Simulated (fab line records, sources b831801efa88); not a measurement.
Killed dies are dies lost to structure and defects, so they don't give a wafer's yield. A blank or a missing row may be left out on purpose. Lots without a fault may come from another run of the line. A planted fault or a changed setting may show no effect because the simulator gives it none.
A struck lot beside a sound one | flow sky130 | 18 steps out of a route of 708
Sound: wafers L281.1, L281.3, L281.5. Struck: wafer L270.5. (L270.1, L270.6 of the same lot were not struck and are left out.) The cause comes at the end.
At each step with rows: each side's tool, then ch and its chambers, then its first start. Under that, the readings that differ: sound wafers | struck wafers | difference of the means | sigmas: that difference in standard deviations of wafers without a fault.
alike: readings whose means differ by less than 2 such deviations, and words and numbers that are the same on both sides. not compared: withheld readings, readings that some wafer has no value for, bounds like >300 that may hide the same value, and numbers for which the record gives no deviation and whose values overlap.
The two part at a step that has a row with sigmas, a row that says differs or no value, or rows on one side only. Numbers that don't overlap but have no deviation are shown without sigmas and don't part them. A reading that every wafer of one side lacks parts them only if that side has two wafers or more.

first, 3 steps without rows for these wafers: SKY_LI_CONTACT_EXPOSE_09 (exposes mask LICM1, target cd 170 nm); SKY_LI_CONTACT_PEB_10; SKY_LI_CONTACT_DEVELOP_11 (develop time 60 s).
SKY_LI_CONTACT_CD_MEAS_12: target cd 170 nm.
  sound on cd_sem-02, day 34 12:02; struck on cd_sem-02, day 31 08:14
  alike: cd_nm
SKY_LI_CONTACT_OVL_MEAS_13:
  sound on overlay-02, day 34 12:09; struck on overlay-01, day 31 08:21
  alike: LI_CONTACT_OVL
then, 1 step without rows for these wafers: SKY_LI_CONTACT_ETCH_14 (etches BARC in N2/H2, stops on SiO2, time 45.9 s, target depth 60 nm).
SKY_LI_CONTACT_ETCH_15: etches PSG in C4F8/O2/Ar, stops on Si, target depth 600 nm.
  sound on rie_diel-04 ch 0,1,2, day 34 12:14; struck on rie_diel-04 ch 0, day 31 08:26
  alike: oes_product_au
SKY_LI_CONTACT_STRIP_16: strips in O2/N2.
  sound on plasma_asher-04 ch 0,1, day 34 12:19; struck on plasma_asher-04 ch 0, day 31 08:31
  reading                      | sound          | struck | difference | sigmas
  strip_time_to_endpoint_s (s) | 3.52 3.49 3.49 | 3.57   | +0.07      | +2
  alike: drypump_motor_current_A, oes_product_au
  not compared: rf_hours_counter_h
then, 2 steps without rows for these wafers: SKY_LI_CONTACT_CLEAN_17 (cleans in NMP, time 600 s); SKY_LI_CONTACT_PRE_CLEAN_18 (time 5.6 s).
SKY_LI_CONTACT_SPUTTER_19: material Ti, target thk 20 nm, time 106.37 s.
  sound on pvd_sputter-04, day 34 12:37; struck on pvd_sputter-02, day 31 08:49
  alike: chamber_pressure_pa, throttle_valve_pct
SKY_LI_CONTACT_SPUTTER_20: material TiN, target thk 20 nm, time 80 s.
  sound on pvd_sputter-04, day 34 12:41; struck on pvd_sputter-02, day 31 08:53
  alike: chamber_pressure_pa, throttle_valve_pct
SKY_LI_CONTACT_CVD_21: deposits W, target thk 400 nm, time 120.56 s.
  sound on cvd_w-01 ch 0,1, day 34 12:45; struck on cvd_w-01 ch 1, day 31 08:57
  reading                                  | sound             | struck | difference | sigmas
  model.W_of_LI_CONTACT_CVD_21.thk_nm (nm) | 412.5 412.6 395.3 | 241    | -166       |
  alike: heater_power_w, susceptor_temp_C
SKY_LI_CONTACT_RS_MEAS_22: measures by four-point-probe.
  sound on film_metro-04, day 34 12:52; struck on film_metro-02, day 31 09:04
  reading                  | sound             | struck | difference | sigmas
  LI_CONTACT_W_RS (ohm/sq) | 0.276 0.276 0.288 | 0.474  | +0.194     | +31
SKY_LI_CONTACT_THK_MEAS_23: measures by xrf.
  sound on film_metro-04, day 34 12:59; struck on film_metro-02, day 31 09:11
  reading               | sound       | struck | difference | sigmas
  LI_CONTACT_W_THK (nm) | 424 426 407 | 244    | -175       | -15
SKY_LI_CONTACT_CMP_24: polishes, stops on PSG, t overpolish 20 s, target thk 0 nm.
  sound on cmp-02 ch 0,2,3, day 34 13:03; struck on cmp-01 ch 0, day 31 09:15
  reading                | sound    | struck | difference | sigmas
  time_to_endpoint_s (s) | 99 99 96 | 57     | -41        | -11
  alike: motor_current_A
SKY_LOCAL_INTERCONNECT_SPUTTER_00: material TiN, target thk 100 nm, time 83.3 s.
  sound on pvd_sputter-01, day 34 13:21; struck on pvd_sputter-03, day 31 09:33
  alike: chamber_pressure_pa, susceptor_temp_C, throttle_valve_pct
-- the record jumps here: 16 days lie between the struck wafers' starts before and after (it left off in module LOCAL_INTERCONNECT and takes up again in module PAD_OPEN, whose first step shown is number 708 of the route) --
SKY_PAD_OPEN_PROBE_99:
  sound on prober-02, day 49 17:08; struck on prober-02, day 47 10:02
  reading             | sound    | struck | difference | sigmas
  killed_at_front_end | 16 32 21 | 13     | -10        | -2
  alike: killed_at_M0_to_M3, killed_at_M4_up, killed_at_contacts, killed_at_other, killed_dies, killed_open, killed_short

WHERE THEY PART
First at SKY_LI_CONTACT_STRIP_16; last, within this record, at SKY_PAD_OPEN_PROBE_99.

WHY: what the simulator had put in
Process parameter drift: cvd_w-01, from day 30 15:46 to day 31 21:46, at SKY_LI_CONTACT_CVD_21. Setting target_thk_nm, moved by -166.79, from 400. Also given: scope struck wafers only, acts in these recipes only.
